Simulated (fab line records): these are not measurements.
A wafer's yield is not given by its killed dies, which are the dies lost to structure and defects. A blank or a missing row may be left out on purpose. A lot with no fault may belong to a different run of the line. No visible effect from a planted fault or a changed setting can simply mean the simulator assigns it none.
fab line records | flow sfqLine
record lots=7 | wafers=21 | lastDay=100
route steps=325 shown M0@32 I0@43
lots untouched by any fault: they come from a run of this same line in which no faults occurred
startH: hours from the record's opening day to when the first of the lot's shown wafers began | waitH: hours since the lot's step before | " unchanged from the row above | L1.1+2: a row that stands for several wafers | - no value present, or no start provided | * or withheld: withheld | < > ~ a bound
route shown NAME@n: NAME is a module with steps in the file, n the number in the route of the first one | usual: mean and standard deviation over wafers with no fault | same: alike in all rows | chamber/n: place in a boat | sites: the reading at each site | _std_site: their standard deviation | _edge_site: inner sites' mean taken away from outer sites' mean | radiusMm: for every site, how far away it sits from the centre of the wafer | mask NAME#n: copy n | behind: the tool/chamber that last shaped the wafer | hold: the reason the lot was held/the length of the hold in hours/how it ended | device: the transistor (n, p or np) that didn't switch | end of line: the route-end tests of the same wafers | step lacking rows: just its recipe | killed: count of dies lost to structure and defects at first sort (not the wafer's yield) | map: per-die view of a wafer (x killed, . not killed, _ where there is no die)
set.NAME: the setting that was run; set.NAME@STEP: the one run at that earlier step | model.NAME: the simulator's own value behind a step, which no gauge read
lots seen at some steps along the route; tables by step, rows by wafer
services: the hour from which a tool's chamber was out of use, counted from the record's first day as startH (under 0 if before that day), plus the number of hours and why
## steps
# step SFQ_TRILAYER_M0_LITHO_COAT_026
# recipe resist=BARC | spinRpm=3000 | resistThkNm=62
# step SFQ_TRILAYER_M0_LITHO_COAT_021
# recipe resist=KrF | spinRpm=3000 | resistThkNm=600
# step SFQ_TRILAYER_M0_LITHO_SOFTBAKE_025
# recipe tempC=withheld | timeS=withheld | resist=KrF
# step SFQ_TRILAYER_M0_LITHO_EXPOSE_022
# recipe maskId=M0 | na=0.6 | sourceShape=conventional | sigmaOuter=0.65 | targetCdNm=500 | doseMj=14.4
# step SFQ_TRILAYER_M0_LITHO_PEB_024
# recipe pebTempC=115 | pebTimeS=60 | resist=KrF
# step SFQ_TRILAYER_M0_LITHO_DEVELOP_023
# recipe timeS=60 | resist=KrF
# step SFQ_M0_OVL_MEAS_906
# usual M0_OVL=-2/4.7
lot.wafer | tool       | chamber | startH | waitH | M0_OVL[nm]
L838.2    | overlay-01 | -       | 360.55 | 0.1   | 3
L838.4    | "          | -       | "      | "     | 1
L838.6    | "          | -       | "      | "     | -4
L839.3    | overlay-01 | -       | 365.36 | 0.1   | -4
L839.5    | "          | -       | "      | "     | -6
L839.6    | "          | -       | "      | "     | -13
L840.1    | overlay-02 | -       | 372.65 | 0.1   | 1
L840.2    | "          | -       | "      | "     | -4
L840.5    | "          | -       | "      | "     | 5
L841.2    | overlay-02 | -       | 381.05 | 0.1   | 2
L841.4    | "          | -       | "      | "     | 3
L841.6    | "          | -       | "      | "     | 0
L843.2    | overlay-02 | -       | 389.45 | 0.1   | 0
L843.4    | "          | -       | "      | "     | -1
L843.6    | "          | -       | "      | "     | -8
L848.2    | overlay-02 | -       | 421.98 | 0.1   | -3
L848.3    | "          | -       | "      | "     | -4
L848.5    | "          | -       | "      | "     | -4
L853.2    | overlay-01 | -       | 466.05 | 0.1   | -3
L853.3    | "          | -       | "      | "     | 3
L853.6    | "          | -       | "      | "     | -5
# step SFQ_TRILAYER_M0_BARC_OPEN_METAL_ETCH_031
# recipe maskMaterial=PR | chemistry=O2 | targetDepthNm=125 | target=BARC | icpW=600 | biasW=80 | pressureMtorr=10 | timeS=41.7
# usual drypumpMotorCurrentA=6.0/0.46 | oesProductAu=0.686/0.0043
lot.wafer | tool        | chamber | startH | waitH | drypumpMotorCurrentA | oesProductAu | rfHoursCounterH
L838.2    | rieMetal-01 | 0       | 360.58 | 0.0   | 5.9                  | 0.685        | 4
L838.4    | "           | 1       | "      | "     | 5.5                  | 0.687        | -
L838.6    | "           | 1       | "      | "     | 5.5                  | 0.684        | -
L839.3    | rieMetal-01 | 1       | 365.40 | 0.0   | 5.5                  | 0.689        | -
L839.5    | "           | 1       | "      | "     | 5.4                  | 0.684        | -
L839.6    | "           | 0       | "      | "     | 5.8                  | 0.688        | -
L840.1    | rieMetal-01 | 0       | 372.68 | 0.0   | 5.9                  | 0.688        | 7
L840.2    | "           | 1       | "      | "     | 5.5                  | 0.691        | 120
L840.5    | "           | 0       | "      | "     | 5.8                  | 0.680        | -
L841.2    | rieMetal-04 | 1       | 381.08 | 0.0   | 6.1                  | 0.694        | 0
L841.4    | "           | 0       | "      | "     | 6.7                  | 0.683        | -
L841.6    | "           | 1       | "      | "     | 6.1                  | 0.683        | -
L843.2    | rieMetal-04 | 1       | 389.48 | 0.0   | 6.1                  | 0.685        | 2
L843.4    | "           | 0       | "      | "     | 6.7                  | 0.683        | -
L843.6    | "           | 0       | "      | "     | 6.7                  | 0.686        | -
L848.2    | rieMetal-04 | 0       | 422.01 | 0.0   | 6.7                  | 0.691        | 121
L848.3    | "           | 0       | "      | "     | 6.7                  | 0.694        | -
L848.5    | "           | 0       | "      | "     | 6.7                  | 0.684        | -
L853.2    | rieMetal-01 | 1       | 466.08 | 0.0   | 5.5                  | 0.681        | 131
L853.3    | "           | 0       | "      | "     | 5.8                  | 0.688        | -
L853.6    | "           | 1       | "      | "     | 5.5                  | 0.686        | -
# step SFQ_TRILAYER_M0_ETCH_METAL_ETCH_024
# recipe target=Nb | stopOn=SiO2 | maskMaterial=PR | chemistry=Cl2/Ar | targetDepthNm=240 | icpW=600 | biasW=80 | pressureMtorr=10 | timeS=120
# usual drypumpMotorCurrentA=6.0/0.47 | oesProductAu=0.896/0.0081
lot.wafer | tool        | chamber | startH | waitH | drypumpMotorCurrentA | oesProductAu | rfHoursCounterH
L838.2    | rieMetal-01 | 0       | 360.64 | 0.0   | 5.9                  | 0.886        | 4
L838.4    | "           | 1       | "      | "     | 5.5                  | 0.885        | -
L838.6    | "           | 1       | "      | "     | 5.5                  | 0.901        | -
L839.3    | rieMetal-01 | 1       | 365.49 | 0.1   | 5.5                  | 0.902        | -
L839.5    | "           | 1       | "      | "     | 5.5                  | 0.905        | -
L839.6    | "           | 0       | "      | "     | 5.9                  | 0.883        | -
L840.1    | rieMetal-01 | 0       | 372.74 | 0.0   | 5.8                  | 0.895        | 7
L840.2    | "           | 1       | "      | "     | 5.5                  | 0.890        | 120
L840.5    | "           | 0       | "      | "     | 5.8                  | 0.890        | -
L841.2    | rieMetal-04 | 1       | 381.14 | 0.0   | 6.1                  | 0.884        | 0
L841.4    | "           | 0       | "      | "     | 6.7                  | 0.882        | -
L841.6    | "           | 1       | "      | "     | 6.1                  | 0.895        | -
L843.2    | rieMetal-04 | 1       | 389.54 | 0.0   | 6.1                  | 0.896        | 2
L843.4    | "           | 0       | "      | "     | 6.7                  | 0.892        | -
L843.6    | "           | 0       | "      | "     | 6.7                  | 0.904        | -
L848.2    | rieMetal-04 | 0       | 422.07 | 0.0   | 6.7                  | 0.898        | 121
L848.3    | "           | 0       | "      | "     | 6.7                  | 0.895        | -
L848.5    | "           | 0       | "      | "     | 6.7                  | 0.897        | -
L853.2    | rieMetal-01 | 1       | 466.14 | 0.0   | 5.5                  | 0.900        | 131
L853.3    | "           | 0       | "      | "     | 5.8                  | 0.890        | -
L853.6    | "           | 1       | "      | "     | 5.5                  | 0.886        | -
# step SFQ_TRILAYER_M0_STRIP_STRIP_025
# recipe gas=O2 | powerW=200 | platenTempC=40 | overashFraction=0.65 | chemistry=O2 | pressureMtorr=50
# usual drypumpMotorCurrentA=6.0/0.46 | oesProductAu=1.003/0.0091
# same overashFraction=0.65
lot.wafer | tool        | chamber | startH | waitH | drypumpMotorCurrentA | oesProductAu | rfHoursCounterH
L838.2    | rieMetal-01 | 0       | 360.77 | 0.1   | 5.8                  | 1.008        | 4
L838.4    | "           | 1       | "      | "     | 5.5                  | 0.991        | -
L838.6    | "           | 1       | "      | "     | 5.5                  | 0.990        | -
L839.3    | rieMetal-01 | 1       | 365.77 | 0.2   | 5.5                  | 0.983        | -
L839.5    | "           | 1       | "      | "     | 5.5                  | 0.995        | -
L839.6    | "           | 0       | "      | "     | 5.8                  | 1.010        | -
L840.1    | rieMetal-01 | 0       | 372.87 | 0.1   | 5.8                  | 0.983        | 7
L840.2    | "           | 1       | "      | "     | 5.5                  | 0.989        | 120
L840.5    | "           | 0       | "      | "     | 5.8                  | 0.997        | -
L841.2    | rieMetal-04 | 1       | 381.27 | 0.1   | 6.1                  | 0.999        | 0
L841.4    | "           | 0       | "      | "     | 6.7                  | 1.010        | -
L841.6    | "           | 1       | "      | "     | 6.1                  | 1.003        | -
L843.2    | rieMetal-04 | 1       | 389.67 | 0.1   | 6.1                  | 1.008        | 2
L843.4    | "           | 0       | "      | "     | 6.7                  | 1.006        | -
L843.6    | "           | 0       | "      | "     | 6.7                  | 1.011        | -
L848.2    | rieMetal-04 | 0       | 422.19 | 0.1   | 6.7                  | 1.001        | 122
L848.3    | "           | 0       | "      | "     | 6.7                  | 1.009        | -
L848.5    | "           | 0       | "      | "     | 6.6                  | 1.006        | -
L853.2    | rieMetal-01 | 1       | 466.27 | 0.1   | 5.5                  | 0.986        | 132
L853.3    | "           | 0       | "      | "     | 5.8                  | 1.005        | -
L853.6    | "           | 1       | "      | "     | 5.5                  | 0.982        | -
# step SFQ_TRILAYER_M0_STRIP_SOLV_CLEAN_026
# recipe chemistry=NMP | tempC=70 | timeS=600
# step SFQ_TRILAYER_I0_DEP_PECVD_027
# recipe material=SiO2 | tempC=150 | timeS=111.11 | pressureTorr=2.4 | rfW=183.3 | precursor=SiH4/N2O | targetThkNm=500
# usual heaterPowerW=84/13 | runLengthS=139.0/0.55 | throttleValvePct=24.8/1
lot.wafer | tool     | chamber | startH | waitH | heaterPowerW | runLengthS | throttleValvePct | model.SiO2_of_TRILAYER_I0_DEP_PECVD_027.thkNm
L838.2    | pecvd-03 | 1       | 361.54 | 0.0   | 83           | 139.5      | 23.1             | 486.5
L838.4    | "        | 0       | "      | "     | 93           | 139.6      | 24.7             | 507.8
L838.6    | "        | 2       | "      | "     | 95           | 138.3      | 24.8             | 509.7
L839.3    | pecvd-03 | 2       | 366.34 | 0.0   | 100          | 138.8      | 24.7             | 489.2
L839.5    | "        | 1       | "      | "     | 76           | 139.7      | 23.1             | 489.2
L839.6    | "        | 0       | "      | "     | 91           | 139.2      | 24.7             | 497.5
L840.1    | pecvd-03 | 1       | 373.64 | 0.0   | 76           | 132.1      | 22.9             | 460.6
L840.2    | "        | 2       | "      | "     | 102          | 130.6      | 24.7             | 467
L840.5    | "        | 1       | "      | "     | 80           | 131.9      | 23.0             | 463.7
L841.2    | pecvd-03 | 2       | 382.06 | 0.0   | 100          | 130.6      | 24.9             | 471.7
L841.4    | "        | 1       | "      | "     | 81           | 132.4      | 23.0             | 463
L841.6    | "        | 0       | "      | "     | 87           | 131.2      | 24.7             | 464.7
L843.2    | pecvd-03 | 2       | 390.48 | 0.0   | 96           | 130.8      | 24.7             | 462.8
L843.4    | "        | 0       | "      | "     | 91           | 131.2      | 24.9             | 467.2
L843.6    | "        | 1       | "      | "     | 79           | 132.2      | 22.9             | 469.9
L848.2    | pecvd-04 | 0       | 422.97 | 0.0   | 87           | 139.3      | 26.0             | 504.2
L848.3    | "        | 1       | "      | "     | 76           | 138.3      | 25.8             | 508.4
L848.5    | "        | 0       | "      | "     | 90           | 139.1      | 25.8             | 516.5
L853.2    | pecvd-04 | 1       | 467.04 | 0.0   | 77           | 138.3      | 26.0             | 497.1
L853.3    | "        | 0       | "      | "     | 88           | 139.4      | 25.9             | 501
L853.6    | "        | 2       | "      | "     | 90           | 138.4      | 23.6             | 498.4
# step SFQ_TRILAYER_I0_CMP_CMP_028
# recipe material=SiO2 | downForcePsi=3 | platenRpm=60 | padVelocityMS=0.94248
# usual motorCurrentA=10.5/0.75 | timeToEndpointS=215/7.4
lot.wafer | tool   | chamber | startH | waitH | motorCurrentA | timeToEndpointS
L838.4    | cmp-02 | 1       | 362.12 | 0.5   | 11.1          | 220
L838.2    | "      | 2       | "      | "     | 10.1          | 209
L838.6    | "      | 0       | 363.62 | 2.0   | 10.7          | 228
L839.3    | cmp-01 | 0       | 366.92 | 0.5   | 10.1          | 210
L839.5    | "      | 3       | 368.42 | 2.0   | 9.9           | 199
L839.6    | "      | 0       | "      | "     | 9.5           | 208
L840.2    | cmp-02 | 0       | 373.72 | 0.0   | 10.4          | 194
L840.1    | "      | 1       | "      | "     | 10.7          | 180
L840.5    | "      | 0       | 375.72 | 2.0   | 10.6          | 194
L841.2    | cmp-01 | 2       | 382.14 | 0.0   | 8.7           | 187
L841.4    | "      | 1       | 383.64 | 1.5   | 11.7          | 184
L841.6    | "      | 2       | "      | "     | 9.5           | 186
L843.4    | cmp-02 | 3       | 390.56 | 0.0   | 11.6          | 194
L843.2    | "      | 1       | 391.56 | 1.0   | 10.4          | 184
L843.6    | "      | 3       | 392.56 | 2.0   | 11.4          | 196
L848.3    | cmp-01 | 3       | 424.05 | 1.0   | 10.5          | 220
L848.2    | "      | 0       | "      | "     | 10.0          | 219
L848.5    | "      | 2       | 425.55 | 2.5   | 8.7           | 233
L853.2    | cmp-02 | 2       | 468.45 | 1.4   | 10.9          | 214
L853.3    | "      | 3       | "      | "     | 11.4          | 214
L853.6    | "      | 2       | 470.45 | 3.3   | 10.0          | 217
# step SFQ_I0_BOW_MEAS_907
# recipe mode=bow
# usual I0_BOW=0/7.3
lot.wafer | tool         | chamber | startH | waitH | I0_BOW[um]
L838.2    | filmMetro-02 | -       | 364.64 | 1.5   | 3
L838.4    | "            | -       | "      | "     | -1
L838.6    | "            | -       | "      | "     | 8
L839.3    | filmMetro-03 | -       | 369.46 | 2.0   | 19
L839.5    | "            | -       | "      | "     | -9
L839.6    | "            | -       | "      | "     | 6
L840.1    | filmMetro-02 | -       | 376.72 | 2.0   | 7
L840.2    | "            | -       | "      | "     | -3
L840.5    | "            | -       | "      | "     | -7
L841.2    | filmMetro-02 | -       | 385.16 | 2.5   | 0
L841.4    | "            | -       | "      | "     | -8
L841.6    | "            | -       | "      | "     | 5
L843.2    | filmMetro-01 | -       | 393.58 | 1.5   | 1
L843.4    | "            | -       | "      | "     | 3
L843.6    | "            | -       | "      | "     | -6
L848.2    | filmMetro-02 | -       | 426.07 | 1.0   | -2
L848.3    | "            | -       | "      | "     | 5
L848.5    | "            | -       | "      | "     | 4
L853.2    | filmMetro-03 | -       | 470.97 | 2.0   | -5
L853.3    | "            | -       | "      | "     | 0
L853.6    | "            | -       | "      | "     | 0
## services
tool        | chamber | startH | hours | kind
cmp-01      | -       | 339.07 | 2.6   | repair
cmp-01      | -       | 342.09 | 4.1   | pm
rieMetal-01 | 1       | 344.41 | 2.4   | repair
cmp-02      | -       | 351.93 | 1.0   | repair
rieMetal-01 | -       | 352.93 | 2.8   | pm
rieMetal-04 | 1       | 362.57 | -     | clean
rieMetal-04 | 1       | 362.57 | 18.1  | scheduledDown
rieMetal-04 | 1       | 362.57 | 18.1  | ventCycle
pecvd-03    | 0       | 369.57 | 1.8   | repair
pecvd-04    | -       | 391.66 | 1.1   | repair
cmp-01      | -       | 405.02 | 4.0   | pm
cmp-01      | -       | 409.02 | -     | consumableReplace:conditioner
cmp-01      | -       | 409.02 | -     | consumableReplace:pad
cmp-02      | -       | 411.23 | 7.4   | pm
pecvd-04    | -       | 421.29 | 0.9   | repair
pecvd-04    | 1       | 429.20 | 5.9   | repair
cmp-01      | -       | 448.46 | 1.0   | repair
rieMetal-04 | 1       | 449.75 | 16.4  | repair
cmp-02      | -       | 461.09 | 1.5   | repair
pecvd-04    | -       | 467.19 | 2.0   | repair
## key
firstSign step=SFQ_TRILAYER_I0_DEP_PECVD_027 | reading=runLengthS | direction=down | sigmas=14 | usual=* | struck=*
effect step=SFQ_TRILAYER_I0_CMP_CMP_028 | reading=timeToEndpointS | direction=down | sigmas=3.6 | usual=* | struck=*
modelEffect step=SFQ_TRILAYER_I0_DEP_PECVD_027 | value=SiO2_of_TRILAYER_I0_DEP_PECVD_027.thkNm | without=499.8 | struck=465.6
metAt SFQ_TRILAYER_I0_DEP_PECVD_027
struckWafers L840.1,L840.2,L840.5,L841.2,L841.4,L841.6,L843.2,L843.4,L843.6
onsetBetween 366.34 373.64
fault kind=processParameterDrift | tool=pecvd-03 | chamber=- | onsetH=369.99 | steps=SFQ_TRILAYER_I0_DEP_PECVD_027 | channel=timeS | offset=* | shape=step | endH=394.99 | actsIn=* | stated=*
